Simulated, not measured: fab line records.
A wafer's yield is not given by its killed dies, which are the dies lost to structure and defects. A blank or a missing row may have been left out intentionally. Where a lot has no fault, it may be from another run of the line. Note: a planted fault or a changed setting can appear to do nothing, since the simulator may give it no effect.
Which tool is to blame? ; flow sky130 ; 36 wafers from 12 lots sampled at 4 of the route's 708 steps

## WHAT EACH GAUGE READ, for each wafer
SKY_LDD_P_OVL_MEAS_08. Usual: for LDD_P_OVL the level is -1.1 nm and the standard deviation is 1.3.
lot;measured;on;LDD_P_OVL (nm);flag
L473;day 19 07:35;overlay-01;-1.5 -1.1 0.2;
L477;day 20 11:47;overlay-01;0.2 0.1 -2.2;
L478;day 21 04:11;overlay-01;-1.9 0.7 -2.0;
L479;day 21 15:42;overlay-01;-2.3 -2.2 -2.1;
L486;day 24 06:02;overlay-01;-2.3 -2.4 -0.5;
L487;day 24 07:14;overlay-02;0.5 -1.2 -1.2;
L488;day 24 22:20;overlay-01;-3.1 -1.2 -1.9;
L490;day 25 12:38;overlay-01;0.8 0.7 1.7;
L491;day 25 22:29;overlay-02;-2.8 -0.7 -2.4;
L492;day 26 01:33;overlay-01;-1.6 -2.1 -0.8;
L493;day 26 11:38;overlay-01;-2.9 -2.8 -3.0;
L494;day 26 19:50;overlay-01;-0.6 -1.5 -1.5;

SKY_LDD_P_TW_MEAS_11. Usual: for LDD_P_TW the level is 638 and the standard deviation is 4.8.
lot;measured;on;LDD_P_TW;flag
L473;day 19 07:52;film metro-01;643 643 642;
L477;day 20 12:05;film metro-01;644 642 646;
L478;day 21 04:28;film metro-03;629 633 630;
L479;day 21 16:00;film metro-04;634 640 640;
L486;day 24 06:19;film metro-03;635 630 632;
L487;day 24 07:31;film metro-04;639 639 639;
L488;day 24 22:37;film metro-04;643 642 641;
L490;day 25 12:56;film metro-04;633 633 630;
L491;day 25 22:46;film metro-01;641 641 641;
L492;day 26 01:50;film metro-03;631 634 633;
L493;day 26 11:55;film metro-01;644 644 641;
L494;day 26 20:08;film metro-04;635 635 636;

SKY_LDD_LDN_TW_MEAS_13. Usual: for LDD_LDN_TW the level is 1479 and the standard deviation is 8.8.
lot;measured;on;LDD_LDN_TW;flag
L473;day 23 05:54;film metro-04;1497 1493 1498;
L477;day 24 09:03;film metro-03;1477 1478 1471;
L478;day 25 00:33;film metro-03;1439 1441 1437 1436 1433 1433;OFF
L479;day 25 12:22;film metro-04;1444 1439 1436 1441 1437 1442;OFF
L486;day 28 00:27;film metro-03;1484 1485 1478;
L487;day 28 00:39;film metro-02;1475 1479 1471;
L488;day 28 15:29;film metro-02;1482 1472 1475;
L490;day 29 05:42;film metro-04;1480 1478 1481;
L491;day 29 14:38;film metro-03;1483 1482 1481;
L492;day 29 17:43;film metro-02;1488 1473 1476;
L493;day 30 03:47;film metro-04;1479 1462 1470;
L494;day 30 14:42;film metro-02;1465 1467 1471;

## WHAT TOOL EACH LOT RAN ON (gives the tool, then ch and the chambers of the sampled wafers, and finally the start)
lot;SKY_LDD_LDN_IMPLANT_11
L473;implanter-01 ch 0, day 23 05:39
L477;implanter-01 ch 0, day 24 08:49
L478;implanter-01 ch 0, day 25 00:18
L479;implanter-01 ch 0, day 25 12:08
L486;implanter-04 ch 0, day 28 00:12
L487;implanter-01 ch 0, day 28 00:24
L488;implanter-04 ch 0, day 28 15:14
L490;implanter-04 ch 0, day 29 05:28
L491;implanter-01 ch 0, day 29 14:23
L492;implanter-04 ch 0, day 29 17:29
L493;implanter-01 ch 0, day 30 03:32
L494;implanter-03 ch 0, day 30 14:28
- SKY_LDD_LDN_IMPLANT_11

## AS READ BY THE TOOLS THEMSELVES (means over the sampled wafers that have a number; for cases with no such wafer, the mark the record gives instead)
SKY_LDD_LDN_IMPLANT_11. Usual: dose ions cm2 1.2497e+13, standard deviation 1.4e+10; faraday current uA 70.5, standard deviation 1.5.
lot;tool;dose ions cm2;faraday current uA;flag
L473;implanter-01;1.2495e+13;70.4;
L477;implanter-01;1.2494e+13;70.6;
L478;implanter-01;8.3617e+12;46.9;OFF
L479;implanter-01;8.3610e+12;48.2;OFF
L486;implanter-04;1.2514e+13;70.0;
L487;implanter-01;1.2499e+13;70.3;
L488;implanter-04;1.2486e+13;71.5;
L490;implanter-04;1.2500e+13;70.3;
L491;implanter-01;1.2500e+13;71.2;
L492;implanter-04;1.2496e+13;70.4;
L493;implanter-01;1.2503e+13;72.0;
L494;implanter-03;1.2499e+13;70.9;

## THE ANSWER, worked out from the rows above alone
Rule: lot off if the mean of its wafers having a number is beyond 3 standard deviations from the usual mean. Also off: a lot with no number at a reading for which 4 or more lots have one. Any other lot the step has rows for is counted as sound. First the gauges in route order, then the tools' own readings, where a lot's mean is used as printed above. The first step at which some lot is off is used, and at that step the reading that is off furthest; a lot without a number counts as furthest.
Off: L478, L479, seen at SKY_LDD_LDN_TW_MEAS_13 (LDD_LDN_TW).
A tool fits if, at a process step before that reading, it ran every lot that is off, and no sound lot after the first of them. The gauges at SKY_LDD_LDN_TW_MEAS_13 aren't tried: what is off there is off at SKY_LDD_LDN_IMPLANT_11 too, on other tools, and a gauge's error can't cause that. Not one of the candidates tried fits.

## WHAT THE SIMULATOR HAD INSERTED
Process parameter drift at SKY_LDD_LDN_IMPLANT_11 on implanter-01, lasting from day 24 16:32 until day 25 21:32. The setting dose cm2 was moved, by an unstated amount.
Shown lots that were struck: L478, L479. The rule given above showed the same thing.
